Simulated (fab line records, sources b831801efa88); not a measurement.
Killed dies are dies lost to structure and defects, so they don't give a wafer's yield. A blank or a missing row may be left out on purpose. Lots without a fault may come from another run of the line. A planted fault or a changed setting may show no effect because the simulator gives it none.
Problem report in the 8D (eight disciplines) form, filled by code | flow sky130 | the parts of the form that need people (team, actions taken, sign-off) are left out

1. THE PROBLEM
killed_at_M0_to_M3 at SKY_PAD_OPEN_PROBE_99 reads a mean of 94 on 2 wafers of 2 lots; wafers without a fault read 43 with a standard deviation of 7.3. That is +7.1 standard deviations from the usual mean.
First seen on wafer L176.5, day 50 03:01, on prober-02. The record holds 36 wafers of 12 lots with a number at this step. Rule for "out", or "out of limits": more than 4 standard deviations from the usual mean. The other wafers with a number count as sound.

2. WHAT IT IS AND WHAT IT IS NOT
question                    | is                                                                                                      | is not
which readings at this step | killed_at_M0_to_M3, defect_limited_yield, killed_dies, sort_bin_5_function, sort_n_pass, sort_yield_pct | killed_at_contacts, killed_at_front_end, killed_at_other, killed_open, killed_short, sort_bin_6_memory
which lots                  | L176, L180                                                                                              | L162, L163, L164, L165, L166, L167, L168, L169, L182, L183
which wafers of those lots  | L176.5, L180.3                                                                                          | L176.3, L176.6, L180.4, L180.5
read on which tools         | prober-02                                                                                               | prober-01
when                        | from day 50 03:01                                                                                       | up to then (25 sound wafers); but 9 sound wafers of L176, L180, L182, L183 came after

3. SUSPECTS, AND WHAT RULES EACH OUT
Counting: a tool at a process step up to the reading stays a suspect if it ran every lot that is out. Sound lots after the first of them don't rule it out here, since some wafers of a struck lot are sound.
- pvd_sputter-02 at SKY_METAL2_SPUTTER_00 (material Ti, target thk 15 nm, time 10 s): kept. It ran every lot that is out, first L176 (day 39 10:46); its last sound lot up to then is L169 (day 37 08:05).
- plasma_asher-03 at SKY_PASSIVATION_STRIP_12 (strips in O2/N2): kept. It ran every lot that is out, first L176 (day 49 06:17); its last sound lot up to then is L169 (day 47 17:22).
- prober-02 at SKY_PAD_OPEN_PROBE_99: kept. It ran every lot that is out, first L176 (day 50 02:55); its last sound lot up to then is L168 (day 48 02:07). Its own readings are out on those wafers: defect_limited_yield, killed_at_M0_to_M3, killed_dies, sort_bin_5_function, sort_n_pass, sort_yield_pct.
Left after counting: pvd_sputter-02 at SKY_METAL2_SPUTTER_00, plasma_asher-03 at SKY_PASSIVATION_STRIP_12, prober-02 at SKY_PAD_OPEN_PROBE_99.

4. THE CAUSE (what the simulator had put in)
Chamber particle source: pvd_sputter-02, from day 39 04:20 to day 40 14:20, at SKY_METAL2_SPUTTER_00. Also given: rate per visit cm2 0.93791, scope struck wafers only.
Counting left 3 suspects, and this tool is among them.

5. THE CHAIN OF EFFECTS, in route order
Each row: a reading whose mean over the struck wafers that have a number lies more than 3 standard deviations from the usual. Only readings for which the record gives a usual standard deviation are gone through. hours: the time from each lot's start at the first step in this table that gives one to its start at this step, as a median over the lots. sigmas: the change in usual standard deviations.
hours | step                  | reading              | usual  | on struck wafers | change | sigmas
0     | SKY_PAD_OPEN_PROBE_99 | defect_limited_yield | 82.8 % | 70.9             | -11.9  | -5.7
0     | SKY_PAD_OPEN_PROBE_99 | killed_at_M0_to_M3   | 43     | 94               | +52    | +7.1
0     | SKY_PAD_OPEN_PROBE_99 | killed_dies          | 85     | 143              | +58    | +5.8
0     | SKY_PAD_OPEN_PROBE_99 | sort_bin_3_pad_short | 0.8 %  | 2.4              | +1.6   | +3.3
0     | SKY_PAD_OPEN_PROBE_99 | sort_bin_5_function  | 10.2 % | 20.0             | +9.8   | +5.8
0     | SKY_PAD_OPEN_PROBE_99 | sort_n_pass          | 407    | 349              | -58    | -5.8
0     | SKY_PAD_OPEN_PROBE_99 | sort_yield_pct       | 82.8 % | 70.9             | -11.9  | -5.7
The process steps in it:
- SKY_PAD_OPEN_PROBE_99

6. WHAT WOULD HAVE CAUGHT IT SOONER
In this record the first reading out of limits was taken at day 50 03:01, 263 hours after the fault began at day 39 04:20.
Of the tool readings at SKY_METAL2_SPUTTER_00 for which the record gives a usual standard deviation, none was out on any struck wafer, so an alarm limit of 4 standard deviations on them would not have fired.
All the lots that are out (2) had begun SKY_METAL2_SPUTTER_00 on pvd_sputter-02 by day 50 03:01. A hold on the tool at that time would have spared none of them.
